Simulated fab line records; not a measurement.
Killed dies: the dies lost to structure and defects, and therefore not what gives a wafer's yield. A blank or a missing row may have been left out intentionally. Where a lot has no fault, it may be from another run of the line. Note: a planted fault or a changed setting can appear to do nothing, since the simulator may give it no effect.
A struck lot beside a sound one :: flow sky130 :: 15 steps out of a route of 708
Sound: wafers L996.1, L996.3, L996.6. Struck: wafers L110.1, L110.2 (left out: L110.5, a lot-mate that was not struck); the cause follows at the end.
Order at every step that has rows: each side's tool, ch and its chambers, its first start. Under that, the readings that differ: sound wafers :: struck wafers :: difference of the means :: sigmas: that difference in standard deviations of wafers without a fault.
alike: words and numbers the same on both sides, and readings whose means are apart by under 2 such deviations; not compared: readings that were withheld, readings missing a value for some wafer, numbers with overlapping values and no deviation given by the record, and bounds like >300 which may hide the same value.
Wherever a step has rows on one side only, a row that says differs or no value, or a row with sigmas, the two part there. Numbers that don't overlap but have no deviation are shown without sigmas and don't part them. A reading missing from all wafers of one side parts the sides only when that side holds two or more wafers.

SKY_SPACER_ETCHBACK_02: etches Si3N4 in CH3F/O2, stops on SiO2, time 46.7 s, target depth 45 nm.
  sound on rieDiel-03 ch 0,2,3, day 24 06:40; struck on rieDiel-02 ch 0,1, day 28 20:04
reading: oesProductAu (a.u.)
sound: 0.867 0.870 0.860
struck: 0.852 0.858
difference: -0.011
sigmas: -2
  alike: drypumpMotorCurrentA, throttleValvePct
  not compared: rfHoursCounterH
then, 8 steps without rows for these wafers: SKY_POLY_CUT_DEHYDRATE_00 (time 60 s); SKY_POLY_CUT_HMDS_01 (prime time 60 s); SKY_POLY_CUT_COAT_02 (resist thk 60 nm); SKY_POLY_CUT_COAT_03 (resist thk 450 nm); SKY_POLY_CUT_SOFTBAKE_04 (time 90 s); SKY_POLY_CUT_EXPOSE_05 (exposes mask NPCM, target cd 270 nm); SKY_POLY_CUT_PEB_06; SKY_POLY_CUT_DEVELOP_07 (develop time 60 s).
SKY_POLY_CUT_CD_MEAS_08 targets a cd of 270 nm.
  sound on cdSem-01 at day 25 11:35; struck on cdSem-02 at day 30 00:59
  alike: cdNm
SKY_POLY_CUT_OVL_MEAS_09:
  sound on overlay-02 at day 25 11:43; struck on overlay-02 at day 30 01:06
  alike: POLY_CUT_OVL
SKY_POLY_CUT_ETCH_10: etches BARC in N2/H2, stops on SiO2, time 45.9 s, target depth 60 nm.
  sound on rieDiel-04 ch 0,2,3, day 25 11:44; struck on rieDiel-04 ch 1,3, day 30 01:08
  alike: drypumpMotorCurrentA, n2FlowSccm, oesProductAu, throttleValvePct
  not compared: rfHoursCounterH
SKY_POLY_CUT_ETCH_11: etches Si3N4 in CF4/CH2F2/Ar, stops on poly-Si, time 42.5 s, target depth 60 nm.
  sound on rieDiel-04 ch 0,2,3, day 25 11:47; struck on rieDiel-04 ch 1,3, day 30 01:11
reading: model.poly-Si_of_POLY_GATE_CVD_00.thkNm (nm)
sound: 178.5 177.3 178
struck: 173.4 173.8
difference: -4.3
sigmas: 

reading: model.POLY_CUT.featureDepthNm (nm)
sound: 62.33 61.93 62.28
struck: 67.28 67.51
difference: +5.22
sigmas: 
  alike: drypumpMotorCurrentA, oesProductAu, throttleValvePct
  not compared: rfHoursCounterH
SKY_POLY_CUT_STRIP_12: strips in O2/N2.
  sound on plasmaAsher-04 ch 0, day 25 11:50; struck on plasmaAsher-03 ch 0,1, day 30 01:13
  alike: drypumpMotorCurrentA, n2FlowSccm, oesProductAu, stripTimeToEndpointS
  not compared: rfHoursCounterH
SKY_PAD_OPEN_PROBE_99:
  the record has rows for the sound wafers here (prober-01, day 46 09:06) and none for the struck ones

## WHERE THEY PART
First at SKY_SPACER_ETCHBACK_02; last, within this record, at SKY_PAD_OPEN_PROBE_99.

WHY: what had been put in by the simulator
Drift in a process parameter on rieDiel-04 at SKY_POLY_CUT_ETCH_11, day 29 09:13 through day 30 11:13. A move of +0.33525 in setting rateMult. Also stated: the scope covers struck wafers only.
